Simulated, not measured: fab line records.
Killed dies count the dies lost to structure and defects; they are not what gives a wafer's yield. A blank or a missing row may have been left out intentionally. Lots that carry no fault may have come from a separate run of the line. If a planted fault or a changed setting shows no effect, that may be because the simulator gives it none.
fab line records    flow sky130
[record] lots = 4  wafers = 12  last-day = 48
route steps=708 shown LOCAL_INTERCONNECT@400 CONTACT@406 METAL1@434 PAD_OPEN@708
lots untouched by any fault: they come from a run of this same line in which no faults occurred
start-h: hours from the record's opening day to when the first of the lot's shown wafers began    wait-h: hours since the lot's step before    " identical to the entry in the row above    L1.1+2: a single row standing in for several wafers    - value missing, or start not given    * or withheld: withheld    < > ~ a bound
route shown NAME@n: a module of which the file shows steps, and the number in the route of the first    usual: average and standard deviation across the fault-free wafers    same: alike in all rows    chamber/n: place in a boat    sites: the reading at each site    _std_site: standard deviation across them    _edge_site: mean of outer sites minus mean of inner sites    radius-mm: how far each site lies from the wafer's centre    mask NAME#n: copy n    behind: tool/chamber where the wafer was last shaped    hold: reason for holding the lot/hours on hold/outcome of the hold    device: whichever transistor did not switch (one of n, p or np)    end of line: tests run on the same wafers once the route is complete    a step with no rows: only its recipe    killed: count of dies lost to structure and defects at first sort (not the wafer's yield)    map: a wafer's dies, x killed, . not, _ none there
set.NAME: the setting as run; set.NAME@STEP: as run at that earlier step    model.NAME: the simulator's own value behind a step, which no gauge read
a table for each step, a row for each wafer; lots at some steps of the route
services: when a tool's chamber went out of use (start-h, in hours from the record's first day, below 0 if earlier), for how many hours, and the reason
[[steps]]
[step SKY_LOCAL_INTERCONNECT_ETCH_13]
[recipe] chemistry = N2/H2  target = BARC  ion-energy-ev = 200  bias-w = 100  pressure-mtorr = 30  n2-flow-sccm = 100  h2-flow-sccm = 200  icp-w = 500  stop-on = SiO2  time-s = 45.9  target-depth-a = 600
[step SKY_LOCAL_INTERCONNECT_METAL_ETCH_14]
[recipe] target-depth-nm = 110  stop-on = PSG  chemistry = Cl2/BCl3  target = TiN  resist-sidewall-deg = 88  pressure-mtorr = 10  icp-w = 900  bias-w = 48.5  Cl2_flow_sccm = 60  bcl3-flow-sccm = 30  time-s = 31.4
[step SKY_LOCAL_INTERCONNECT_STRIP_15]
[recipe] chemistry = O2/N2  power-w = 1400  pressure-mtorr = 1500  platen-temp-c = withheld  o2-flow-sccm = 3000  n2-flow-sccm = 300  overash-fraction = 0.5
[step SKY_LOCAL_INTERCONNECT_STRIP_16]
[recipe] chemistry = post-etch-residue-remover  time-s = 1200  temp-c = 72.5
[step SKY_LOCAL_INTERCONNECT_CLEAN_17]
[recipe] chemistry = IPA  time-s = 180  temp-c = 25
[step SKY_LOCAL_INTERCONNECT_CLEAN_18]
[recipe] chemistry = O3/DIW  dry = n2-spin
[step SKY_CONTACT_CVD_00]
[recipe] material = Si3N4  target-thk-nm = 75  temp-c = 400  time-s = withheld  rf-w = 450
[step SKY_CONTACT_HDPCVD_02]
[recipe] material = SiO2  target-thk-nm = 565  sigma-open-frac = 0.3  time-s = 94.2  temp-c = 600  sih4-flow-sccm = 60  pressure-mtorr = 6
[step SKY_CONTACT_CMP_04]
[recipe] material = SiO2  down-force-psi = 4  platen-rpm = 60  pad-velocity-m-s = 0.94248
[usual] motor-current-A = 12.0/1.1  time-to-endpoint-s = 81/3.9
lot.wafer  tool    chamber  start-h  wait-h  motor-current-A  time-to-endpoint-s  model.SiO2_of_CONTACT_HDPCVD_02.thk-nm
L234.1     cmp-01  3        782.22   0.1     12.4             82                  339.6
L234.3     "       1        "        "       11.8             83                  340.3
L234.5     "       3        "        "       11.9             80                  338.9
L236.3     cmp-02  0        794.44   0.0     11.8             84                  342.5
L236.2     "       2        "        "       10.5             84                  342.7
L236.5     "       0        "        "       11.6             84                  342.8
L237.2     cmp-01  1        802.77   0.2     11.6             102                 416.6
L237.4     "       3        "        "       11.9             78                  339.8
L237.6     "       0        "        "       13.2             98                  413.8
L238.1     cmp-01  0        807.84   0.1     13.6             105                 417.1
L238.2     "       2        "        "       13.8             106                 420.7
L238.6     "       0        "        "       13.2             105                 418.5
[step SKY_CONTACT_DEHYDRATE_06]
[recipe] temp-c = 200  time-s = 60
[step SKY_CONTACT_HMDS_07]
[recipe] prime-time-s = 60  prime-temp-c = 120
[step SKY_CONTACT_COAT_08]
[recipe] resist = BARC  temp-c = withheld  time-s = withheld  spin-rpm = 3000  resist-thk-nm = 60
[step SKY_CONTACT_COAT_09]
[recipe] resist = KrF-thick  spin-rpm = 3000  resist-thk-nm = 450
[step SKY_CONTACT_SOFTBAKE_10]
[recipe] temp-c = 100  time-s = 90  resist = KrF-thick
[step SKY_CONTACT_EXPOSE_11]
[recipe] mask-id = CTM1  na = 0.8  source-shape = annular  sigma-inner = 0.55  sigma-outer = 0.85  target-cd-nm = 170  dose-mj = 38
[step SKY_CONTACT_PEB_12]
[recipe] peb-temp-c = withheld  peb-time-s = withheld  resist = KrF-thick
[step SKY_CONTACT_DEVELOP_13]
[recipe] develop-time-s = 60  resist = KrF-thick  dev-temp-c = 21
[step SKY_CONTACT_ETCH_16]
[recipe] chemistry = N2/H2  target = BARC  ion-energy-ev = 200  source-w = 500  bias-w = 100  pressure-mtorr = 30  n2-flow-sccm = 100  h2-flow-sccm = 200  stop-on = SiO2  time-s = 45.9  target-depth-a = 600
[step SKY_CONTACT_ETCH_17]
[recipe] target = SiO2  chemistry = C4F8/O2/Ar  stop-on = Si3N4  mask-material = KrF-thick  source-w = 1500  bias-w = 1200  pressure-mtorr = 40  c4f8-flow-sccm = withheld  O2_flow_sccm = 6  Ar_flow_sccm = 300  time-s = withheld  target-depth-a = 3400
[usual] oes-product-au = 0.892/0.0054
lot.wafer  tool         chamber  start-h  wait-h  oes-product-au  model.CONTACT.feature-depth-nm  model.etch.depth-nm
L234.1     rie-diel-01  2        809.24   0.0     0.897           339.6                           339.6
L234.3     "            1        "        "       0.888           340.3                           340.3
L234.5     "            0        "        "       0.891           338.9                           338.9
L236.2     rie-diel-03  1        821.18   0.0     0.894           342.7                           342.7
L236.3     "            0        "        "       0.892           342.5                           342.5
L236.5     "            1        "        "       0.896           342.8                           342.8
L237.2     rie-diel-01  2        829.48   0.0     0.982           407.2                           407.2
L237.4     "            1        "        "       0.898           339.8                           339.8
L237.6     "            0        "        "       0.999           410.5                           410.5
L238.1     rie-diel-03  3        834.64   0.0     0.995           408.2                           408.1
L238.2     "            2        "        "       1.012           411.4                           411.4
L238.6     "            2        "        "       0.986           408.2                           408.2
[step SKY_CONTACT_ETCH_18]
[recipe] target = Si3N4  chemistry = CHF3/O2  stop-on = TiN  source-w = 600  bias-w = 200  pressure-mtorr = 40  chf3-flow-sccm = 50  O2_flow_sccm = 5  time-s = 39  target-depth-a = 750
[step SKY_CONTACT_STRIP_19]
[recipe] chemistry = O2/N2  power-w = 1400  pressure-mtorr = 1500  platen-temp-c = withheld  o2-flow-sccm = 3000  n2-flow-sccm = 300  overash-fraction = 0.5
[step SKY_CONTACT_STRIP_20]
[recipe] chemistry = post-etch-residue-remover  time-s = 1200  temp-c = 72.5
[step SKY_CONTACT_CLEAN_21]
[recipe] chemistry = IPA  time-s = 180  temp-c = 25
[step SKY_CONTACT_CLEAN_22]
[recipe] chemistry = O3/DIW  dry = n2-spin
[step SKY_CONTACT_SPUTTER_23]
[recipe] material = TiN  target-thk-nm = 20  chamber-pressure-pa = 5  power-w = 4000  time-s = 80
[step SKY_CONTACT_CVD_24]
[recipe] material = W  target-thk-nm = 340  time-s = 102.12  temp-c = 400  pressure-torr = 40
[step SKY_CONTACT_CMP_27]
[recipe] stop-on = SiO2  t-overpolish-s = 15  down-force-psi = 3.5  platen-rpm = 60  target-thk-nm = 0  pad-velocity-m-s = 0.94248
[step SKY_METAL1_SPUTTER_00]
[recipe] material = Ti  target-thk-nm = 15  power-w = 3000  time-s = 10  chamber-pressure-pa = 0.4
[step SKY_METAL1_SPUTTER_01]
[recipe] material = TiN  target-thk-nm = 20  power-w = 6500  time-s = 16.7  chamber-pressure-pa = 0.4
[step SKY_METAL1_SPUTTER_02]
[recipe] material = AlCu  target-thk-nm = 250  power-w = 10600  time-s = 13.3  chamber-pressure-pa = 0.4
[step SKY_METAL1_SPUTTER_03]
[recipe] material = Ti  target-thk-nm = 5  power-w = 3000  time-s = 3.3  chamber-pressure-pa = 0.4
[step SKY_METAL1_SPUTTER_04]
[recipe] material = TiN  target-thk-nm = 70  power-w = 6500  time-s = 58.3  chamber-pressure-pa = 0.4
[step SKY_METAL1_METAL_ETCH_19]
[recipe] target-depth-a = 3600  stop-on = SiO2  over-etch-frac = 0.3  time-s = 78  chemistry = Cl2/BCl3  resist-sidewall-deg = 88  pressure-mtorr = 10  icp-w = 900  bias-w = 48.5  Cl2_flow_sccm = 60  bcl3-flow-sccm = 30
[usual] drypump-motor-current-A = 5.9/0.5  oes-product-au = 0.853/0.0056  throttle-valve-pct = 22.263/0.0091
lot.wafer  tool          chamber  start-h  wait-h  drypump-motor-current-A  oes-product-au  rf-hours-counter-h  throttle-valve-pct  model.SiO2_of_CONTACT_HDPCVD_02.thk-nm
L234.1     rie-metal-02  0        837.50   0.0     5.2                      0.862           14                  22.263              325.7
L234.3     "             1        "        "       6.6                      0.850           -                   22.251              326.3
L234.5     "             1        "        "       6.6                      0.852           -                   22.250              325
L236.2     rie-metal-02  1        849.43   0.0     6.6                      0.853           1                   22.271              328.7
L236.3     "             0        "        "       5.2                      0.856           -                   22.255              328.5
L236.5     "             1        "        "       6.6                      0.849           -                   22.259              328.8
L237.2     rie-metal-01  1        857.45   0.0     6.1                      0.850           11                  22.263              402.6
L237.4     "             1        "        "       6.1                      0.848           -                   22.247              325.7
L237.6     "             1        "        "       6.1                      0.849           -                   22.267              399.8
L238.1     rie-metal-03  1        862.39   0.1     6.2                      0.863           2                   22.254              403
L238.2     "             1        "        "       6.2                      0.858           -                   22.267              406.6
L238.6     "             1        "        "       6.2                      0.852           -                   22.262              404.3
[step SKY_PAD_OPEN_PROBE_99]
[usual] killed_at_M0_to_M3 = 43/7.1  killed_at_M4_up = 3.3/2  killed-at-contacts = 24/5.1  killed-at-front-end = 15/4.6  killed-at-other = 0.3/0.6  killed-dies = 86/9.6  killed-on-rim = 17/3.8  killed-open = 46/7.3  killed-short = 39/6.7
[same] gross-dies = 492  killed-at-back-side = 0
lot.wafer  tool       chamber  start-h  wait-h  killed_at_M0_to_M3  killed_at_M4_up  killed-at-contacts  killed-at-front-end  killed-at-other  killed-dies  killed-on-rim  killed-open  killed-short  model.etest.mcon-chain.rc-ohm
L234.1     prober-01  -        1136.40  0.1     40                  0                30                  15                   1                86           22             50           36            16.96
L234.3     prober-01  -        1136.50  0.2     43                  3                29                  16                   0                91           21             48           43            17.24
L234.5     prober-01  -        1136.60  0.2     42                  4                32                  13                   0                91           14             48           43            16.71
L236.2     prober-01  -        1142.70  0.1     48                  4                22                  16                   1                91           20             56           34            17.18
L236.3     prober-01  -        1142.75  0.2     44                  3                16                  13                   2                78           15             30           47            16.39
L236.5     prober-01  -        1142.85  0.2     42                  9                18                  19                   0                88           19             50           38            16.49
L237.2     prober-02  -        1146.15  0.1     44                  5                184                 18                   0                251          19             46           48            29.31
L237.4     prober-02  -        1146.25  0.2     34                  1                26                  20                   0                81           10             39           42            16.5
L237.6     prober-02  -        1146.35  0.2     50                  0                83                  18                   1                152          31             49           44            24.88
L238.1     prober-01  -        1153.71  0.1     55                  1                140                 21                   0                217          28             65           35            29.99
L238.2     prober-01  -        1153.76  0.1     40                  3                177                 16                   0                236          53             54           42            30.1
L238.6     prober-01  -        1153.96  0.2     41                  6                243                 10                   1                301          77             51           38            32.12
// killed by level:class
L234.1 CONTACT:geometric-particle:open=9 VIA2:geometric-particle:open=8 LI_CONTACT:geometric-particle:open=7 LOCAL_INTERCONNECT:geometric-particle:short=7 VIA3:geometric-particle:open=6 VIA1:geometric-particle:open=6 FIELD_ISO:geometric-particle:open=5 METAL2:geometric-particle:short=5
L234.3 CONTACT:geometric-particle:open=15 VIA3:geometric-particle:open=8 LOCAL_INTERCONNECT:geometric-particle:short=7 VIA1:geometric-particle:open=6 METAL3:geometric-particle:short=6 POLY_GATE:geometric-particle:open=5 VIA2:geometric-particle:short=5 POLY_GATE:geometric-particle:short=4
L234.5 CONTACT:geometric-particle:open=14 VIA1:geometric-particle:open=9 LI_CONTACT:geometric-particle:open=7 METAL1:geometric-particle:short=6 VIA3:geometric-particle:short=6 LI_CONTACT:geometric-particle:short=6 FIELD_ISO:geometric-particle:open=5 METAL2:geometric-particle:short=5
L236.2 VIA1:geometric-particle:open=12 LI_CONTACT:geometric-particle:open=9 VIA2:geometric-particle:open=9 VIA3:geometric-particle:open=7 POLY_GATE:geometric-particle:open=6 CONTACT:geometric-particle:open=5 VIA2:geometric-particle:short=5 VIA3:geometric-particle:short=5
L236.3 VIA1:geometric-particle:open=10 VIA1:geometric-particle:short=10 METAL2:geometric-particle:short=9 LOCAL_INTERCONNECT:geometric-particle:short=7 POLY_GATE:geometric-particle:short=4 VIA3:geometric-particle:open=4 POLY_GATE:geometric-particle:open=3 VIA2:geometric-particle:open=3
L236.5 CONTACT:geometric-particle:open=11 VIA1:geometric-particle:open=11 METAL1:geometric-particle:open=6 POLY_GATE:geometric-particle:open=6 METAL2:geometric-particle:short=6 METAL4:geometric-particle:short=6 VIA1:geometric-particle:short=5 VIA3:geometric-particle:open=4
L237.2 CONTACT:area-cmp=155 VIA3:geometric-particle:open=10 CONTACT:geometric-particle:open=9 METAL1:geometric-particle:short=8 LI_CONTACT:geometric-particle:open=7 VIA1:geometric-particle:open=6 VIA3:geometric-particle:short=6 LI_CONTACT:geometric-particle:short=5
L237.4 LI_CONTACT:geometric-particle:open=7 CONTACT:geometric-particle:open=7 FIELD_ISO:geometric-particle:short=6 METAL2:geometric-particle:short=6 CONTACT:geometric-particle:short=6 VIA2:geometric-particle:open=6 FIELD_ISO:geometric-particle:open=5 POLY_GATE:geometric-particle:short=5
L237.6 CONTACT:area-cmp=56 METAL1:geometric-particle:short=10 CONTACT:geometric-particle:open=10 VIA2:geometric-particle:open=8 POLY_GATE:geometric-particle:open=6 CONTACT:geometric-particle:short=6 VIA1:geometric-particle:open=6 VIA3:geometric-particle:open=6
L238.1 CONTACT:area-cmp=117 VIA1:geometric-particle:open=11 VIA2:geometric-particle:open=10 LI_CONTACT:geometric-particle:open=9 VIA3:geometric-particle:open=8 METAL1:geometric-particle:short=8 LOCAL_INTERCONNECT:geometric-particle:short=5 CONTACT:geometric-particle:open=5
L238.2 CONTACT:area-cmp=140 LI_CONTACT:geometric-particle:open=11 CONTACT:geometric-particle:open=11 LOCAL_INTERCONNECT:geometric-particle:short=8 VIA1:geometric-particle:open=7 VIA3:geometric-particle:open=7 METAL1:geometric-particle:short=5 VIA1:geometric-particle:short=5
L238.6 CONTACT:area-cmp=212 VIA1:geometric-particle:open=11 LI_CONTACT:geometric-particle:open=10 CONTACT:geometric-particle:open=9 VIA2:geometric-particle:open=8 LI_CONTACT:geometric-particle:short=4 LOCAL_INTERCONNECT:geometric-particle:short=4 CONTACT:geometric-particle:short=4
// map L237.2 (x killed, . not)
__________..xx......_________
________...xxx....x..._______
______..x..xxxxx........_____
_____.x..xxxxxxxxxxx.xx.x____
____.x...xxxxxxxxxxxx..xx.___
___x...x..xxxxxxxxxxxxxxx..__
__.x.x.xxxxxxxxxxx.xxxxxxxx._
_x.x...xxxxxxxxxxxxxxxxxxxx.x
_.......xxxxxx.xxxxxxxxxxxxx.
_.....xxxxxxxxxxxxxxxxxxxxx..
_.x..xxxxxxxxxxxxxxxxxxxxxxxx
_x....xxx.xxxxxxxxxxxxx.xxxx.
_.x..xx..x.x..xxxxxxx.x.x....
_.........xx...xxxxx.xx...x.x
_..x..x....x...xx.xxx.x.x....
__...x.........xx.xx..xx.x.._
___.......x....x...........__
____.....x..x.x...........___
_____.....x.x.x..x....xx.____
______....x.......xxx..._____
________..x......x..x._______
__________......x..._________
// map L238.6 (x killed, . not)
__________xxxxxx.xxx_________
________xxxxxxxxx.xxx._______
______xxx.x.xx.xx.xx.x.._____
_____x.x...x.xx.xx..xxx.x____
____xx...xxx.xxxxxxxx.xxxx___
___xxxx..x.xxxxx.xxxxxx.xx.__
__xxxx.xx.xxxxxx..xxxx...xxx_
_xxxxxxx....xxx.x.xxx..x.xx.x
_xxx.xx......xxx..xxxxxxxx.xx
_xxx.x.x......xx.xxxx..xxxxxx
_xx........xx..x...x.xxxxxxxx
_xx...x.....xx..xx..xxxxxxxxx
_xx.........x..x.x...xxxxxxxx
_xx.x.x........xx......xxxx.x
_xxxxx.xx.xx..xx.....xx..x..x
__...xxx.x...xx...xx.x..xxxx_
___xxx.xxxx....x.....xx...x__
____xxxxxxxx.xxx.x....xx..___
_____xxxxxxxxx.xx..xx..x.____
______xxxxxxxx..x...xxxx_____
________.xxx.x.x.xxx.x_______
__________xx.xxx.xxx_________
[[services]]
tool          chamber  start-h  hours  kind
cmp-02        -        762.45   1.9    repair
rie-diel-01   -        773.80   15.6   pm
cmp-01        -        788.27   5.7    pm
rie-metal-03  -        793.13   0.2    repair
rie-diel-03   1        804.83   4.7    repair
rie-metal-03  1        807.87   -      clean
rie-metal-03  1        807.87   22.2   scheduled-down
rie-metal-03  1        807.87   22.2   vent-cycle
rie-metal-02  1        811.31   -      clean
rie-metal-02  1        811.31   22.4   scheduled-down
rie-metal-02  1        811.31   22.4   vent-cycle
cmp-01        -        853.36   0.3    repair
rie-metal-03  0        856.76   10.4   repair
[[key]]
[first-sign] step = SKY_CONTACT_CMP_04  reading = time-to-endpoint-s  direction = up  sigmas = 5.6  usual = *  struck = *
[effect] step = SKY_CONTACT_ETCH_17  reading = oes-product-au  direction = up  sigmas = 19  usual = 0.892  struck = 0.995
[effect] step = SKY_PAD_OPEN_PROBE_99  reading = killed-at-contacts  direction = up  sigmas = 28  usual = 24  struck = 165
[model-effect] step = SKY_CONTACT_CMP_04  value = SiO2_of_CONTACT_HDPCVD_02.thk-nm  without = 340.1  struck = 417.3
[model-effect] step = SKY_CONTACT_ETCH_17  value = CONTACT.feature-depth-nm  without = 340.1  struck = 409.1
[model-effect] step = SKY_METAL1_METAL_ETCH_19  value = SiO2_of_CONTACT_HDPCVD_02.thk-nm  without = 326.1  struck = 403.3
[model-effect] step = SKY_PAD_OPEN_PROBE_99  value = etest.mcon-chain.rc-ohm  without = 16.64  struck = 29.28
[more-kills-born-at] SKY_CONTACT_CMP_04@cmp-01 = 680
met-at SKY_CONTACT_CMP_04
struck-wafers L237.2,L237.6,L238.1,L238.2,L238.6
tester-left-out L237,L238
onset-between 782.22 802.77
[fault] kind = process-parameter-drift  tool = cmp-01  chamber = -  onset-h = 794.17  steps = SKY_CONTACT_CMP_04  channel = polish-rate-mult  offset = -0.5  shape = step  end-h = 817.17  scope = struck-wafers-only
// tester-left-out: of these lots the tester's yield and bins aren't shown, on N5 and GAA mostly nor the transistor test; their killed dies are dies lost to structure and defects alone, not to doping, threshold or leakage, so they don't give the yield
